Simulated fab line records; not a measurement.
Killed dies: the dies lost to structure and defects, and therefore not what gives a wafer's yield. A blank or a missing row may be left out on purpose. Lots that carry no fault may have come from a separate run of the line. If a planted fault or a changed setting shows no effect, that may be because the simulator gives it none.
fab line records	flow sky130
[record] lots = 6	wafers = 18	lastDay = 50
route steps=708 shown SONOS_ONO@176 GATE_OXIDE@187 POLY_GATE@204 PAD_OPEN@708
lots with no fault: from the same line, run without faults
startH: the number of hours between the record's first day and the start of the first shown wafer of the lot	waitH: how many hours have passed since the lot's step before this one	" as in the row above	L1.1+2: a single row standing in for several wafers	- no value, or no start was given	* or withheld: withheld	< > ~ a bound
route shown NAME@n: NAME is a module with steps in the file, n the number in the route of the first one	usual: the fault-free wafers' mean and standard deviation	same: alike in all rows	chamber/n: place in a boat	sites: the reading at each site	_std_site: their standard deviation	_edge_site: inner sites' mean taken away from outer sites' mean	radiusMm: how far each site lies from the wafer's centre	mask NAME#n: copy n	behind: the tool/chamber that last shaped the wafer	hold: the reason the lot was held/the length of the hold in hours/how it ended	device: whichever transistor did not switch (one of n, p or np)	end of line: the tests these same wafers got at the end of their route	a step given without rows: its recipe and nothing more	killed: not the wafer's yield, but the dies lost to structure and defects at the first sort	map: a wafer's dies, marking killed ones x, the rest . and places with no die _
set.NAME: setting as actually run; set.NAME@STEP: the setting as run at that earlier step	model.NAME: the simulator's own value behind a step, which no gauge read
lots seen at some steps along the route; tables by step, rows by wafer
services: when a tool's chamber went out of use (startH, in hours from the record's first day, below 0 if earlier), for how many hours, and the reason
[[steps]]
[step SKY_SONOS_ONO_COAT_08]
[recipe] resist = NOVOLAK	spinRpm = 3000	resistThkNm = 1140
[step SKY_SONOS_ONO_SOFTBAKE_09]
[recipe] tempC = 90	timeS = 60	resist = NOVOLAK
[step SKY_SONOS_ONO_EXPOSE_10]
[recipe] maskId = ONOM	targetCdNm = 410	na = 0.6	sourceShape = conventional	sigmaOuter = 0.6	doseMj = 150
[step SKY_SONOS_ONO_PEB_11]
[recipe] tempC = withheld	timeS = *	resist = NOVOLAK
[step SKY_SONOS_ONO_DEVELOP_12]
[recipe] developTimeS = 60	devTempC = 23
[step SKY_SONOS_ONO_CD_MEAS_13]
[recipe] targetCdNm = 410
[usual] cdNm = 409.4/2.5
lot.wafer	tool	chamber	startH	waitH	cdNm
L473.1	cdSem-01	-	299.31	0.1	410.1
L473.4	"	-	"	"	408.5
L473.6	"	-	"	"	409.4
L481.1	cdSem-02	-	359.31	0.1	409.8
L481.2	"	-	"	"	411.8
L481.3	"	-	"	"	410.8
L482.2	cdSem-01	-	370.38	0.1	411.9
L482.5	"	-	"	"	412.0
L482.6	"	-	"	"	412.8
L489.2	cdSem-01	-	429.67	0.1	410.9
L489.4	"	-	"	"	410.6
L489.6	"	-	"	"	409.7
L493.3	cdSem-02	-	463.26	0.1	407.5
L493.4	"	-	"	"	407.4
L493.6	"	-	"	"	408.5
L494.1	cdSem-01	-	471.10	0.1	411.5
L494.2	"	-	"	"	411.9
L494.4	"	-	"	"	411.1
[step SKY_SONOS_ONO_OVL_MEAS_14]
[usual] SONOS_ONO_OVL = 1.4/1.2
lot.wafer	tool	chamber	startH	waitH	SONOS_ONO_OVL[nm]
L473.1	overlay-01	-	299.43	0.1	3.1
L473.4	"	-	"	"	2.4
L473.6	"	-	"	"	1.7
L481.1	overlay-01	-	359.43	0.1	0.6
L481.2	"	-	"	"	3.6
L481.3	"	-	"	"	2.9
L482.2	overlay-01	-	370.48	0.1	-0.6
L482.5	"	-	"	"	1.0
L482.6	"	-	"	"	0.2
L489.2	overlay-01	-	429.78	0.1	1.1
L489.4	"	-	"	"	1.7
L489.6	"	-	"	"	2.4
L493.3	overlay-01	-	463.35	0.1	0.2
L493.4	"	-	"	"	0.1
L493.6	"	-	"	"	-0.8
L494.1	overlay-02	-	471.22	0.1	0.0
L494.2	"	-	"	"	-1.5
L494.4	"	-	"	"	0.8
[step SKY_SONOS_ONO_ETCH_15]
[recipe] targetDepthNm = 19.52	chemistry = CHF3/O2	sourceW = 600	biasW = 200	pressureMtorr = 40	chf3FlowSccm = 50	O2_flow_sccm = 5	timeS = 7.8
[usual] drypumpMotorCurrentA = 5.8/0.55	oesProductAu = 0.999/0.0098	throttleValvePct = 8.825/0.0094
[same] timeS = 7.8
lot.wafer	tool	chamber	startH	waitH	drypumpMotorCurrentA	oesProductAu	rfHoursCounterH	throttleValvePct
L473.1	rieDiel-04	1	299.46	0.0	6.1	0.997	4	8.817
L473.4	"	2	"	"	5.3	0.987	40	8.826
L473.6	"	1	"	"	6.1	0.992	-	8.825
L481.1	rieDiel-03	1	359.46	0.0	5.8	0.996	1	8.826
L481.2	"	2	"	"	5.1	0.985	6	8.831
L481.3	"	3	"	"	4.6	1.011	16	8.825
L482.2	rieDiel-04	3	370.51	0.0	6.6	1.007	3	8.829
L482.5	"	2	"	"	5.3	1.001	-	8.826
L482.6	"	1	"	"	6.1	0.999	-	8.823
L489.2	rieDiel-03	2	429.81	0.0	5.1	0.994	7	8.813
L489.4	"	3	"	"	4.6	1.000	17	8.812
L489.6	"	3	"	"	4.6	1.018	-	8.827
L493.3	rieDiel-04	2	463.38	0.0	5.3	0.995	43	8.831
L493.4	"	2	"	"	5.3	0.989	-	8.816
L493.6	"	0	"	"	5.6	0.991	-	8.827
L494.1	rieDiel-03	0	471.26	0.0	6.6	0.994	38	8.817
L494.2	"	3	"	"	4.6	0.998	18	8.826
L494.4	"	2	"	"	5.1	0.980	8	8.821
[step SKY_SONOS_ONO_WET_ETCH_16]
[recipe] chemistry = dHF	targetDepthNm = 14	dry = n2Spin	target = SiO2	dilution = 100:1	tempC = 25	timeS = 280
[step SKY_SONOS_ONO_STRIP_17]
[recipe] chemistry = O2/N2	powerW = 1400	pressureMtorr = 1500	platenTempC = withheld	o2FlowSccm = 3000	n2FlowSccm = 300	overashFraction = 0.5
[usual] drypumpMotorCurrentA = 6.0/0.62	oesProductAu = 0.710/0.0044	stripTimeToEndpointS = 14.10/0.036
lot.wafer	tool	chamber	startH	waitH	drypumpMotorCurrentA	oesProductAu	rfHoursCounterH	stripTimeToEndpointS
L473.1	plasmaAsher-04	1	299.57	0.0	6.4	0.712	58	14.12
L473.4	"	0	"	"	6.4	0.713	-	14.15
L473.6	"	0	"	"	6.5	0.710	-	14.16
L481.1	plasmaAsher-01	0	359.58	0.0	5.9	0.703	69	14.09
L481.2	"	1	"	"	5.7	0.712	69	14.07
L481.3	"	0	"	"	5.9	0.704	-	14.12
L482.2	plasmaAsher-04	0	370.62	0.0	6.4	0.714	65	14.12
L482.5	"	1	"	"	6.4	0.709	-	14.17
L482.6	"	0	"	"	6.4	0.709	-	14.18
L489.2	plasmaAsher-02	0	430.00	0.0	6.5	0.715	30	14.12
L489.4	"	0	"	"	6.5	0.707	-	14.11
L489.6	"	1	"	"	4.9	0.712	-	14.12
L493.3	plasmaAsher-04	0	463.52	0.0	6.4	0.702	-	14.05
L493.4	"	1	"	"	6.5	0.708	-	14.08
L493.6	"	1	"	"	6.4	0.709	-	14.10
L494.1	plasmaAsher-04	1	471.38	0.0	6.4	0.705	4	14.10
L494.2	"	0	"	"	6.4	0.705	4	14.14
L494.4	"	0	"	"	6.5	0.706	-	14.14
[step SKY_SONOS_ONO_WET_ETCH_18]
[recipe] chemistry = H3PO4	targetDepthNm = 15	target = Si3N4	tempC = 160	timeS = 172
[step SKY_GATE_OXIDE_CLEAN_00]
[recipe] chemistry = SC1/SC2	mix = 1:4:20	tempC = 70	timeS = 150	dry = n2Spin
[step SKY_GATE_OXIDE_OXIDATION_01]
[recipe] tempC = 900	ambient = O2	stabiliseS = 600	purgeS = 300	targetThkA = 102.68	oxTimeS = 1473
[usual] spikeTcBottomC = 919/3.2	spikeTcCentreC = 899.7/1.1	spikeTcLowerC = 901.4/1.1	spikeTcTopC = 913/3	spikeTcUpperC = 899.3/1	tubeCenterTempC = 900.01/0.08	tube_center_temp_C_max = 902.3/0.4	zonePowerBottomPct = 26.10/0.27	zonePowerLowerPct = 17.31/0.22
[same] oxTimeS = 1473
lot.wafer	tool	chamber	startH	waitH	spikeTcBottomC	spikeTcCentreC	spikeTcLowerC	spikeTcTopC	spikeTcUpperC	tubeCenterTempC	tube_center_temp_C_max	zonePowerBottomPct	zonePowerLowerPct	model.SiO2_of_GATE_OXIDE_OXIDATION_01.thkNm
L473.1	furnace-02	0	300.61	0.8	921	899.0	899.7	914	899.9	899.88	902.6	25.90	17.66	10.32
L473.4	"	0	"	"	922	898.8	901.4	917	901.4	900.01	902.1	25.98	17.63	10.46
L473.6	"	0	"	"	921	899.2	900.6	916	899.4	899.97	902.7	25.91	17.33	10.41
L481.1	furnace-01	0	360.33	0.5	896	879.8	881.7	890	879.0	880.02	882.6	25.30	16.11	8.342
L481.2	"	0	"	"	894	879.6	879.4	888	879.5	880.18	882.3	25.29	16.29	8.193
L481.3	"	0	"	"	893	881.2	879.5	890	877.4	880	882.9	25.28	16.28	8.081
L482.2	furnace-01	0	371.30	0.5	895	879.6	881.1	887	879.9	880.17	882.5	25.25	16.56	8.266
L482.5	"	0	"	"	895	880.6	881.4	890	880.1	880.24	882.3	25.32	16.32	8.161
L482.6	"	0	"	"	895	880.5	880.4	890	879.0	880.13	882.6	24.90	16.69	8.144
L489.2	furnace-01	0	432.24	2.0	915	900.0	899.6	909	899.8	900.03	902.6	26.12	17.01	9.921
L489.4	"	0	"	"	916	898.6	901.4	910	898.8	899.81	901.9	26.17	17.20	9.895
L489.6	"	0	"	"	915	899.2	900.6	908	897.5	899.99	902.1	26.11	17.23	10.09
L493.3	furnace-01	0	463.98	0.3	916	901.0	901.0	909	898.2	899.92	902.6	26.21	16.75	10.03
L493.4	"	0	"	"	914	902.1	899.7	910	897.0	899.89	901.5	26.06	17.31	10.12
L493.6	"	0	"	"	914	900.1	901.4	909	900.2	900.16	902.4	26.04	17.55	10.02
L494.1	furnace-02	0	471.59	0.0	919	899.4	901.2	914	898.8	899.92	902.1	25.96	17.48	10.36
L494.2	"	0	"	"	921	899.6	900.4	914	899.6	900.01	901.8	26.63	17.72	10.36
L494.4	"	0	"	"	922	899.2	902.6	916	899.1	900.05	902.1	26.10	17.42	10.52
[step SKY_GATE_OXIDE_THK_MEAS_02]
[recipe] reads = SiO2_of_GATE_OXIDE_OXIDATION_01
[usual] GATE_OXIDE_OXIDATION_00_THK = 10.33/0.2
lot.wafer	tool	chamber	startH	waitH	GATE_OXIDE_OXIDATION_00_THK[nm]
L473.1	filmMetro-03	-	302.04	0.0	10.34
L473.4	"	-	"	"	10.44
L473.6	"	-	"	"	10.39
L481.1	filmMetro-02	-	361.74	0.0	8.35
L481.2	"	-	"	"	8.26
L481.3	"	-	"	"	8.14
L482.2	filmMetro-03	-	372.72	0.0	8.32
L482.5	"	-	"	"	8.18
L482.6	"	-	"	"	8.11
L489.2	filmMetro-03	-	433.66	0.0	9.90
L489.4	"	-	"	"	9.95
L489.6	"	-	"	"	10.08
L493.3	filmMetro-02	-	465.41	0.0	10.08
L493.4	"	-	"	"	10.09
L493.6	"	-	"	"	10.02
L494.1	filmMetro-04	-	473.00	0.0	10.38
L494.2	"	-	"	"	10.38
L494.4	"	-	"	"	10.49
[step SKY_GATE_OXIDE_DEHYDRATE_03]
[recipe] tempC = 200	timeS = 60
[step SKY_GATE_OXIDE_HMDS_04]
[recipe] primeTimeS = 60	primeTempC = 120
[step SKY_GATE_OXIDE_COAT_05]
[recipe] resist = NOVOLAK	spinRpm = 3000	resistThkNm = 1140
[step SKY_GATE_OXIDE_SOFTBAKE_06]
[recipe] tempC = 90	timeS = 60	resist = NOVOLAK
[step SKY_GATE_OXIDE_EXPOSE_07]
[recipe] maskId = LVOM	na = 0.6	sourceShape = conventional	sigmaOuter = 0.6	polarization = unpolarized	targetCdNm = 600	doseMj = 170
[step SKY_GATE_OXIDE_PEB_08]
[recipe] tempC = withheld	timeS = *	resist = NOVOLAK
[step SKY_GATE_OXIDE_DEVELOP_09]
[recipe] resist = NOVOLAK	developer = TMAH	developTimeS = 60	devTempC = 23
[step SKY_GATE_OXIDE_OVL_MEAS_10]
[usual] GATE_OXIDE_OVL = -0.7/1.3
lot.wafer	tool	chamber	startH	waitH	GATE_OXIDE_OVL[nm]
L473.1	overlay-01	-	328.04	0.1	-2.3
L473.4	"	-	"	"	-1.1
L473.6	"	-	"	"	0.1
L481.1	overlay-01	-	390.25	0.1	-2.3
L481.2	"	-	"	"	-0.5
L481.3	"	-	"	"	-0.5
L482.2	overlay-02	-	400.98	0.1	0.7
L482.5	"	-	"	"	0.0
L482.6	"	-	"	"	-0.2
L489.2	overlay-01	-	464.41	0.1	-0.3
L489.4	"	-	"	"	0.1
L489.6	"	-	"	"	-1.2
L493.3	overlay-01	-	495.12	0.1	0.2
L493.4	"	-	"	"	1.5
L493.6	"	-	"	"	-0.8
L494.1	overlay-01	-	503.70	0.1	-1.8
L494.2	"	-	"	"	-1.5
L494.4	"	-	"	"	-0.1
[step SKY_GATE_OXIDE_IMPLANT_11]
[recipe] species = B	energyKev = 10	doseCm2 = 2.6e+12	tiltDeg = withheld
[step SKY_GATE_OXIDE_WET_ETCH_12]
[recipe] chemistry = dHF	targetDepthNm = 16.8	dry = n2Spin	target = SiO2	dilution = 100:1	tempC = 25	timeS = 336
[step SKY_GATE_OXIDE_STRIP_13]
[recipe] chemistry = O2/N2	powerW = 1400	pressureMtorr = 1500	platenTempC = withheld	o2FlowSccm = 3000	n2FlowSccm = 300	overashFraction = 0.5
[usual] drypumpMotorCurrentA = 5.9/0.47	oesProductAu = 0.716/0.0046	stripTimeToEndpointS = 14.19/0.036
lot.wafer	tool	chamber	startH	waitH	drypumpMotorCurrentA	oesProductAu	rfHoursCounterH	stripTimeToEndpointS
L473.1	plasmaAsher-01	0	328.33	0.0	5.9	0.712	66	14.12
L473.4	"	1	"	"	5.7	0.720	-	14.16
L473.6	"	1	"	"	5.7	0.719	-	14.16
L481.1	plasmaAsher-03	0	390.54	0.0	6.1	0.719	59	14.19
L481.2	"	1	"	"	6.3	0.718	59	14.22
L481.3	"	1	"	"	6.3	0.714	-	14.19
L482.2	plasmaAsher-02	1	401.26	0.0	4.9	0.717	27	14.21
L482.5	"	0	"	"	6.6	0.720	-	14.18
L482.6	"	1	"	"	4.9	0.710	-	14.20
L489.2	plasmaAsher-01	0	464.69	0.0	5.9	0.725	76	14.19
L489.4	"	1	"	"	5.7	0.709	-	14.16
L489.6	"	0	"	"	5.9	0.725	-	14.19
L493.3	plasmaAsher-02	1	495.43	0.0	4.9	0.718	-	14.16
L493.4	"	0	"	"	6.6	0.715	-	14.17
L493.6	"	0	"	"	6.6	0.712	-	14.12
L494.1	plasmaAsher-01	0	504.01	0.0	5.9	0.718	80	14.22
L494.2	"	1	"	"	5.7	0.716	80	14.18
L494.4	"	0	"	"	5.9	0.715	-	14.19
[step SKY_GATE_OXIDE_TW_MEAS_14]
[usual] GATE_OXIDE_TW = 225.9/2.5
lot.wafer	tool	chamber	startH	waitH	GATE_OXIDE_TW
L473.1	filmMetro-02	-	328.43	0.1	229.6
L473.4	"	-	"	"	229.4
L473.6	"	-	"	"	228.4
L481.1	filmMetro-04	-	390.64	0.1	223.6
L481.2	"	-	"	"	223.8
L481.3	"	-	"	"	224.0
L482.2	filmMetro-04	-	401.37	0.1	222.7
L482.5	"	-	"	"	223.6
L482.6	"	-	"	"	222.6
L489.2	filmMetro-04	-	464.80	0.1	222.5
L489.4	"	-	"	"	222.0
L489.6	"	-	"	"	222.8
L493.3	filmMetro-04	-	495.51	0.1	223.1
L493.4	"	-	"	"	224.0
L493.6	"	-	"	"	223.3
L494.1	filmMetro-02	-	504.11	0.1	228.4
L494.2	"	-	"	"	226.6
L494.4	"	-	"	"	227.7
[step SKY_GATE_OXIDE_CLEAN_15]
[recipe] chemistry = SC1/SC2	mix = 1:4:20	tempC = 70	timeS = 150	dry = n2Spin
[step SKY_GATE_OXIDE_OXIDATION_16]
[recipe] tempC = 800	ambient = O2	idleTempC = 700	rampUpCPerMin = 10	rampDownCPerMin = 3	stabiliseS = 600	purgeS = 300	targetThkA = 35.7	oxTimeS = 1915
[usual] spikeTcBottomC = 820/3.3	spikeTcCentreC = 799.8/1.1	spikeTcLowerC = 801.1/1	spikeTcTopC = 814/3.3	spikeTcUpperC = 799.3/1.3	tubeCenterTempC = 800.01/0.064	tube_center_temp_C_max = 802.1/0.38	zonePowerBottomPct = 20.39/0.24	zonePowerLowerPct = 13.51/0.16
[same] oxTimeS = 1915
lot.wafer	tool	chamber	startH	waitH	spikeTcBottomC	spikeTcCentreC	spikeTcLowerC	spikeTcTopC	spikeTcUpperC	tubeCenterTempC	tube_center_temp_C_max	zonePowerBottomPct	zonePowerLowerPct	model.SiO2_of_GATE_OXIDE_OXIDATION_01.thkNm
L473.1	furnace-02	0	328.85	0.3	822	799.4	801.9	817	800.5	800	801.8	20.40	13.68	11.62
L473.4	"	0	"	"	823	799.3	800.7	818	799.2	800.03	801.7	20.15	13.63	11.78
L473.6	"	0	"	"	821	800.3	802.1	817	799.9	800.03	802.4	20.01	13.63	11.74
L481.1	furnace-01	0	392.82	2.1	815	800.0	801.6	811	798.7	800.09	801.6	20.61	13.39	9.869
L481.2	"	0	"	"	816	798.9	800.7	810	799.1	799.96	802.0	20.32	13.52	9.736
L481.3	"	0	"	"	816	800.6	800.1	811	797.5	799.97	801.9	20.70	13.41	9.652
L482.2	furnace-01	0	402.10	0.6	816	798.9	800.5	813	798.3	799.95	802.3	20.76	13.48	9.788
L482.5	"	0	"	"	817	797.5	800.4	812	798.5	800	802.0	20.59	13.30	9.71
L482.6	"	0	"	"	817	799.0	800.7	810	799.6	799.97	801.6	20.51	13.33	9.691
L489.2	furnace-02	0	464.91	0.0	824	799.8	800.8	817	801.3	799.87	802.0	20.67	13.70	11.37
L489.4	"	0	"	"	821	800.3	800.5	818	800.4	800.1	802.4	20.25	14.00	11.34
L489.6	"	0	"	"	822	801.1	801.5	816	799.0	800.05	802.2	20.04	13.47	11.51
L493.3	furnace-01	0	495.60	0.0	817	799.5	800.2	812	798.0	800.07	802.2	20.61	13.39	11.33
L493.4	"	0	"	"	816	799.0	800.7	810	798.9	799.98	802.3	20.47	13.34	11.47
L493.6	"	0	"	"	814	800.8	800.7	812	798.6	800.15	801.9	21.04	13.35	11.35
L494.1	furnace-02	0	504.23	0.0	825	799.1	801.2	817	796.5	800.03	801.6	20.42	13.74	11.74
L494.2	"	0	"	"	823	800.3	800.8	817	799.6	799.97	802.1	20.00	13.37	11.71
L494.4	"	0	"	"	824	799.4	801.3	818	802.5	800.04	802.5	20.57	13.78	11.86
[step SKY_POLY_GATE_CVD_00]
[recipe] material = poly-Si	targetThkNm = 180	tempC = 620	timeS = 720	pressureMtorr = 200
[step SKY_PAD_OPEN_PROBE_99]
[usual] killed_at_M0_to_M3 = 43/7.6	killed_at_M4_up = 2.9/1.7	killedAtContacts = 24/5.5	killedAtFrontEnd = 15/4.2	killedAtOther = 0.3/0.52	killedDies = 86/9.4	killedOpen = 47/7	killedShort = 39/6.4
[same] grossDies = 492	killedAtBackSide = 0
lot.wafer	tool	chamber	startH	waitH	killed_at_M0_to_M3	killed_at_M4_up	killedAtContacts	killedAtFrontEnd	killedAtOther	killedDies	killedOpen	killedShort	model.etest.nfet_16v.rOnOhmUm	model.etest.pfet_16v.rOnOhmUm	model.etest.pfetG5v0d10v5.rOnOhmUm	model.etest.tipSonos.rsOhmSq	model.etest.nfetG5v0d10v5.rOnOhmUm	model.etest.nfetG5v0d10v5.driveUaUm	model.etest.nfet_05v0_nvt.driveUaUm	model.etest.pfetG5v0d10v5.driveUaUm
L473.1	prober-01	-	1091.23	0.1	42	4	18	18	2	84	45	39	1.397e+04	1.492e+04	4831	2683	1883	615.8	580.9	341.5
L473.4	prober-01	-	1091.38	0.2	52	1	30	13	0	96	58	38	1.404e+04	1.487e+04	4822	2741	1909	604.8	573.6	338
L473.6	prober-01	-	1091.48	0.2	56	1	25	20	0	102	59	43	1.399e+04	1.509e+04	4900	2747	1893	606.2	571.7	336
L481.1	prober-02	-	1137.20	0.1	50	6	16	6	1	79	43	36	1.322e+04	1.462e+04	4336	2316	1716	707.7	661.1	390.7
L481.2	prober-02	-	1137.25	0.1	45	4	24	15	0	88	38	48	1.318e+04	1.489e+04	4287	2331	1694	717.4	673.4	393
L481.3	prober-02	-	1137.30	0.2	42	2	26	14	0	84	41	43	1.308e+04	1.402e+04	4216	2279	1688	723.1	680.5	402.2
L482.2	prober-01	-	1143.65	0.1	39	2	27	14	0	82	51	30	1.274e+04	1.456e+04	4327	2293	1711	712	673.9	385.8
L482.5	prober-01	-	1143.80	0.2	48	4	29	11	0	92	51	41	1.269e+04	1.449e+04	4282	2280	1699	719.9	670.9	391.1
L482.6	prober-01	-	1143.85	0.2	41	3	32	20	0	96	56	39	1.264e+04	1.455e+04	4248	2289	1691	724.5	678.4	399
L489.2	prober-02	-	1179.83	0.1	42	2	22	12	0	78	45	33	1.384e+04	1.497e+04	4676	2603	1855	619.2	591.8	346.5
L489.4	prober-02	-	1179.93	0.2	36	2	27	17	0	82	47	35	1.389e+04	1.522e+04	4645	2573	1822	625.6	591.5	351.7
L489.6	prober-02	-	1180.03	0.2	37	1	32	12	0	82	49	33	1.386e+04	1.539e+04	4708	2612	1850	612.1	583.9	345.4
L493.3	prober-02	-	1195.98	0.2	36	5	30	11	1	83	53	30	1.386e+04	1.52e+04	4695	2570	1843	623.8	591	347.8
L493.4	prober-02	-	1196.03	0.2	37	2	23	13	1	76	41	33	1.4e+04	1.59e+04	4672	2614	1833	617.9	582.9	344.5
L493.6	prober-02	-	1196.13	0.2	34	2	24	16	1	77	40	36	1.388e+04	1.557e+04	4750	2596	1856	618.2	583.4	344
L494.1	prober-01	-	1198.83	0.1	42	3	20	25	0	90	51	38	1.415e+04	1.471e+04	4783	2689	1896	595	567.4	335.9
L494.2	prober-01	-	1198.88	0.1	47	2	21	16	0	86	40	44	1.414e+04	1.523e+04	4788	2695	1907	601.4	567.2	341.1
L494.4	prober-01	-	1198.98	0.2	47	3	12	15	0	77	40	37	1.427e+04	1.547e+04	4743	2701	1897	597.3	564	339.5
// killed by level:class
L473.1 CONTACT:geometricParticle:open=10 VIA1:geometricParticle:short=10 VIA1:geometricParticle:open=8 FIELD_ISO:geometricParticle:open=7 VIA3:geometricParticle:open=7 METAL2:geometricParticle:short=7 FIELD_ISO:geometricParticle:short=5 VIA2:geometricParticle:open=5
L473.4 VIA1:geometricParticle:open=14 CONTACT:geometricParticle:open=13 VIA2:geometricParticle:open=9 LI_CONTACT:geometricParticle:open=7 VIA3:geometricParticle:open=7 METAL1:geometricParticle:short=6 POLY_GATE:geometricParticle:short=5 CONTACT:geometricParticle:short=5
L473.6 LI_CONTACT:geometricParticle:open=11 METAL1:geometricParticle:short=10 VIA2:geometricParticle:open=9 CONTACT:geometricParticle:open=8 VIA1:geometricParticle:open=8 VIA3:geometricParticle:open=6 FIELD_ISO:geometricParticle:short=5 METAL2:geometricParticle:short=5
L481.1 VIA1:geometricParticle:open=11 VIA3:geometricParticle:open=8 CONTACT:geometricParticle:open=7 METAL2:geometricParticle:short=7 VIA2:geometricParticle:open=6 METAL4:geometricParticle:short=5 LI_CONTACT:geometricParticle:open=4 METAL1:geometricParticle:short=4
L481.2 VIA1:geometricParticle:open=13 CONTACT:geometricParticle:open=10 POLY_GATE:geometricParticle:short=7 METAL1:geometricParticle:short=6 METAL2:geometricParticle:short=6 FIELD_ISO:geometricParticle:short=5 CONTACT:geometricParticle:short=5 LOCAL_INTERCONNECT:geometricParticle:short=4
L481.3 CONTACT:geometricParticle:open=10 METAL1:geometricParticle:short=8 LI_CONTACT:geometricParticle:open=7 VIA1:geometricParticle:short=7 CONTACT:geometricParticle:short=6 VIA3:geometricParticle:open=5 FIELD_ISO:geometricParticle:open=4 VIA1:geometricParticle:open=4
L482.2 CONTACT:geometricParticle:open=12 VIA1:geometricParticle:open=10 CONTACT:geometricParticle:short=7 VIA2:geometricParticle:open=7 LI_CONTACT:geometricParticle:open=5 METAL1:geometricParticle:short=5 VIA3:geometricParticle:open=5 FIELD_ISO:geometricParticle:open=4
L482.5 CONTACT:geometricParticle:open=16 METAL2:geometricParticle:short=9 VIA1:geometricParticle:open=8 VIA3:geometricParticle:open=8 METAL1:geometricParticle:short=7 FIELD_ISO:geometricParticle:open=5 VIA2:geometricParticle:open=5 LI_CONTACT:geometricParticle:open=4
L482.6 CONTACT:geometricParticle:open=16 VIA1:geometricParticle:open=11 VIA3:geometricParticle:open=9 CONTACT:geometricParticle:short=7 FIELD_ISO:geometricParticle:short=6 VIA2:geometricParticle:open=5 FIELD_ISO:geometricParticle:open=4 LI_CONTACT:geometricParticle:short=4
L489.2 VIA1:geometricParticle:open=11 CONTACT:geometricParticle:open=11 VIA1:geometricParticle:short=7 VIA3:geometricParticle:open=7 FIELD_ISO:geometricParticle:short=6 LOCAL_INTERCONNECT:geometricParticle:short=5 VIA2:geometricParticle:open=5 LI_CONTACT:geometricParticle:open=4
L489.4 VIA1:geometricParticle:open=10 CONTACT:geometricParticle:open=9 VIA2:geometricParticle:open=7 FIELD_ISO:geometricParticle:short=6 CONTACT:geometricParticle:short=6 LI_CONTACT:geometricParticle:open=5 VIA3:geometricParticle:open=5 FIELD_ISO:geometricParticle:open=4
L489.6 CONTACT:geometricParticle:open=14 VIA1:geometricParticle:open=11 LI_CONTACT:geometricParticle:open=7 VIA3:geometricParticle:short=5 METAL1:geometricParticle:short=5 LOCAL_INTERCONNECT:geometricParticle:short=4 CONTACT:geometricParticle:short=4 VIA1:geometricParticle:short=4
L493.3 LI_CONTACT:geometricParticle:open=13 CONTACT:geometricParticle:open=8 VIA1:geometricParticle:open=8 VIA1:geometricParticle:short=7 VIA3:geometricParticle:open=6 VIA2:geometricParticle:open=5 POLY_GATE:geometricParticle:open=4 CONTACT:geometricParticle:short=4
L493.4 VIA3:geometricParticle:open=10 CONTACT:geometricParticle:short=7 METAL2:geometricParticle:short=7 LI_CONTACT:geometricParticle:open=6 CONTACT:geometricParticle:open=5 VIA1:geometricParticle:open=5 VIA2:geometricParticle:open=4 FIELD_ISO:geometricParticle:open=3
L493.6 CONTACT:geometricParticle:short=8 CONTACT:geometricParticle:open=7 VIA2:geometricParticle:open=6 VIA1:geometricParticle:open=6 VIA3:geometricParticle:open=5 METAL2:geometricParticle:short=5 FIELD_ISO:geometricParticle:open=4 SPACER:geometricParticle:short=4
L494.1 FIELD_ISO:geometricParticle:open=9 FIELD_ISO:geometricParticle:short=9 VIA1:geometricParticle:open=8 VIA3:geometricParticle:open=8 CONTACT:geometricParticle:open=6 LI_CONTACT:geometricParticle:open=5 LOCAL_INTERCONNECT:geometricParticle:short=5 VIA3:geometricParticle:short=5
L494.2 LI_CONTACT:geometricParticle:open=8 VIA1:geometricParticle:open=8 METAL1:geometricParticle:short=8 VIA3:geometricParticle:open=7 VIA1:geometricParticle:short=6 METAL2:geometricParticle:short=6 FIELD_ISO:geometricParticle:short=5 CONTACT:geometricParticle:open=5
L494.4 METAL2:geometricParticle:short=8 VIA3:geometricParticle:open=7 VIA1:geometricParticle:open=7 VIA2:geometricParticle:open=7 CONTACT:geometricParticle:short=6 METAL1:geometricParticle:short=6 FIELD_ISO:geometricParticle:open=5 POLY_GATE:geometricParticle:short=4
[[services]]
tool	chamber	startH	hours	kind
rieDiel-03	1	279.59	5.6	repair
plasmaAsher-01	-	281.11	2.8	pm
plasmaAsher-02	-	286.43	2.3	repair
rieDiel-04	3	290.82	2.8	repair
furnace-02	-	294.02	2.5	pm
furnace-01	-	299.42	4.0	pm
plasmaAsher-02	-	315.89	3.8	repair
rieDiel-04	3	316.39	5.5	repair
plasmaAsher-01	-	346.57	3.3	pm
plasmaAsher-01	-	381.34	15.6	pm
plasmaAsher-04	-	385.59	1.0	repair
rieDiel-03	2	389.40	8.9	repair
plasmaAsher-04	-	413.98	1.1	repair
plasmaAsher-02	-	417.11	0.5	repair
plasmaAsher-04	-	421.25	9.0	pm
plasmaAsher-04	0	421.25	9.0	ventCycle
plasmaAsher-04	1	421.25	9.0	ventCycle
plasmaAsher-04	0	430.25	-	clean
plasmaAsher-04	1	430.25	-	clean
plasmaAsher-01	-	445.88	14.6	pm
rieDiel-04	1	460.00	9.6	repair
furnace-01	-	466.78	3.5	pm
rieDiel-04	-	490.04	0.6	repair
furnace-01	-	500.90	3.2	repair
[[key]]
[firstSign] step = SKY_GATE_OXIDE_OXIDATION_01	reading = tubeCenterTempC	direction = down	sigmas = 99+	usual = *	struck = *
[effect] step = SKY_GATE_OXIDE_OXIDATION_01	reading = tube_center_temp_C_max	direction = down	sigmas = 49	usual = *	struck = *
[effect] step = SKY_GATE_OXIDE_THK_MEAS_02	reading = GATE_OXIDE_OXIDATION_00_THK	direction = down	sigmas = 10	usual = 10.33	struck = 8.22
[modelEffect] step = SKY_GATE_OXIDE_OXIDATION_01	value = SiO2_of_GATE_OXIDE_OXIDATION_01.thkNm	without = 10.26	struck = 8.198
[modelEffect] step = SKY_GATE_OXIDE_OXIDATION_16	value = SiO2_of_GATE_OXIDE_OXIDATION_01.thkNm	without = 11.64	struck = 9.741
[modelEffect] step = SKY_PAD_OPEN_PROBE_99	value = etest.nfet_16v.rOnOhmUm	without = 1.402e+04	struck = 1.293e+04
metAt SKY_GATE_OXIDE_OXIDATION_01
struckWafers L481.1,L481.2,L481.3,L482.2,L482.5,L482.6
testerLeftOut L481,L482
[fault] kind = processParameterDrift	tool = furnace-01	chamber = -	onsetH = 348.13	steps = SKY_GATE_OXIDE_OXIDATION_01	channel = tempC	offset = *	shape = step	endH = 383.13	actsIn = *	stated = *
// testerLeftOut: of these lots the tester's yield and bins aren't shown, on N5 and GAA mostly nor the transistor test; their killed dies are dies lost to structure and defects alone, not to doping, threshold or leakage, so they don't give the yield
